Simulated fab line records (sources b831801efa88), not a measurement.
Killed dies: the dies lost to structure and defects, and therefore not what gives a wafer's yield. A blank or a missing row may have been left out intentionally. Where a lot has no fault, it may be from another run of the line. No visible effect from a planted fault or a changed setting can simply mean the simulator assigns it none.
Struck lot and sound lot, side by side | flow gf180mcu | 26 out of 602 route steps
Sound: these wafers, L185.3, L185.4, L185.6. Struck: wafer L196.6; the same lot's L196.1 was not struck, so it is left out; see the end for the cause.
Each step with rows lists, per side, the tool, then ch with its chambers, then its first start. Under that, the readings that differ: sound wafers | struck wafers | difference of the means | sigmas: that difference in standard deviations of wafers without a fault.
alike: same words and numbers on both sides, and readings whose means sit less than 2 such deviations apart. not compared: any withheld reading, any reading some wafer has no value for, any bound like >300 that may hide the same value, and any number with overlapping values for which the record gives no deviation.
The two part at a step that has a row with sigmas, a row that says differs or no value, or rows on one side only. Numbers that don't overlap but have no deviation are shown without sigmas and don't part them. A reading that every wafer of one side lacks parts them only if that side has two wafers or more.

first, 3 steps without rows for these wafers: GF_MIM_EXPOSE_16 (exposes mask FuseTop, target cd 2000 nm); GF_MIM_PEB_17; GF_MIM_DEVELOP_18 (develop time 60 s).
GF_MIM_METAL_ETCH_19: etches the open film in Cl2/BCl3, stops on Si3N4, target depth 324.5 nm, time 54.1 s.
  sound on rieMetal-04 ch 0,1, day 27 01:08; struck on rieMetal-01 ch 0, day 30 09:25
reading                  | sound       | struck | difference | sigmas
drypumpMotorCurrentA (A) | 4.6 5.8 4.6 | 6.6    | +1.6       | +3
  alike: oesProductAu, throttleValvePct
  not compared: rfHoursCounterH
then, 8 steps without rows for these wafers: GF_MIM_STRIP_20 (strips in O2/N2); GF_MIM_STRIP_21 (strips in post etch residue remover, time 1200 s); GF_MIM_CLEAN_22 (cleans in DIW); GF_M5_DEHYDRATE_00 (time 60 s); GF_M5_HMDS_01 (prime time 60 s); GF_M5_COAT_02 (resist thk 1000 nm); GF_M5_SOFTBAKE_03 (time 60 s); GF_M5_EXPOSE_04 (exposes mask Metal5, target cd 280 nm).
GF_M5_PEB_05: peb time 90 s.
  sound on lithoTrack-02 ch 0, day 27 21:04; struck on lithoTrack-01 ch 0, day 31 03:25
then, 1 step without rows for these wafers: GF_M5_DEVELOP_06 (develop time 60 s).
GF_M5_CD_MEAS_07: target cd 280 nm.
  sound: cdSem-01 at day 27 21:23; struck: cdSem-01 at day 31 03:46
  alike: cdNm
GF_M5_OVL_MEAS_08:
  sound: overlay-02 at day 27 21:29; struck: overlay-02 at day 31 03:53
  alike: M5_OVL
GF_M5_ETCH_09: etches Si3N4 in CF4/O2, target depth 52 nm, time 11.6 s.
  sound on rieDiel-04 ch 0,2, day 27 21:30; struck on rieDiel-02 ch 3, day 31 03:55
  alike: drypumpMotorCurrentA, oesProductAu, throttleValvePct
  not compared: rfHoursCounterH
then, 1 step without rows for these wafers: GF_M5_METAL_ETCH_10 (etches the open film in Cl2/BCl3, stops on SiO2, target depth 750.8 nm, time 125.1 s).
GF_M5_STRIP_11: strips in O2/N2.
  sound on plasmaAsher-02 ch 0,1, day 27 21:49; struck on plasmaAsher-04 ch 0, day 31 04:08
reading          | sound       | struck | difference | sigmas
heaterPowerW (W) | 334 318 341 | 392    | +61        | +2
  alike: drypumpMotorCurrentA, oesProductAu, platenTempC, stripTimeToEndpointS
  not compared: rfHoursCounterH
then, 3 steps without rows for these wafers: GF_M5_STRIP_12 (strips in post etch residue remover, time 1200 s); GF_M5_CLEAN_13 (cleans in DIW); GF_V5_CVD_00 (deposits SiO2, target thk 300 nm, time 50 s).
GF_V5_THK_MEAS_01:
  sound: filmMetro-02 at day 27 22:23; struck: filmMetro-02 at day 31 04:43
reading            | sound       | struck | difference | sigmas
V5_CVD_00_THK (nm) | 303 302 302 | 296    | -6         | -2
GF_V5_CVD_02: deposits SiO2 from TEOS, target thk 1450 nm, time 163.28 s.
  sound on pecvd-01 ch 0,1,2, day 27 22:26; struck on pecvd-02 ch 2, day 31 04:46
  alike: heaterPowerW
GF_V5_THK_MEAS_03:
  sound: filmMetro-03 at day 27 22:33; struck: filmMetro-04 at day 31 05:06
  alike: V5_CVD_02_THK
  not compared: hold
GF_V5_CMP_04: polishes SiO2.
  sound on cmp-02 ch 0,1,3, day 27 22:41; struck on cmp-02 ch 1, day 31 06:32
reading | sound | struck                  | difference                   | sigmas
hold    | - - - | awaitDispo/1.0h/release | no value on the sound wafers | 
  alike: motorCurrentA, platenRpm

== WHERE THEY PART ==
Earliest at GF_MIM_METAL_ETCH_19; latest, in this record, at GF_V5_CMP_04.

WHY: the cause the simulator had injected
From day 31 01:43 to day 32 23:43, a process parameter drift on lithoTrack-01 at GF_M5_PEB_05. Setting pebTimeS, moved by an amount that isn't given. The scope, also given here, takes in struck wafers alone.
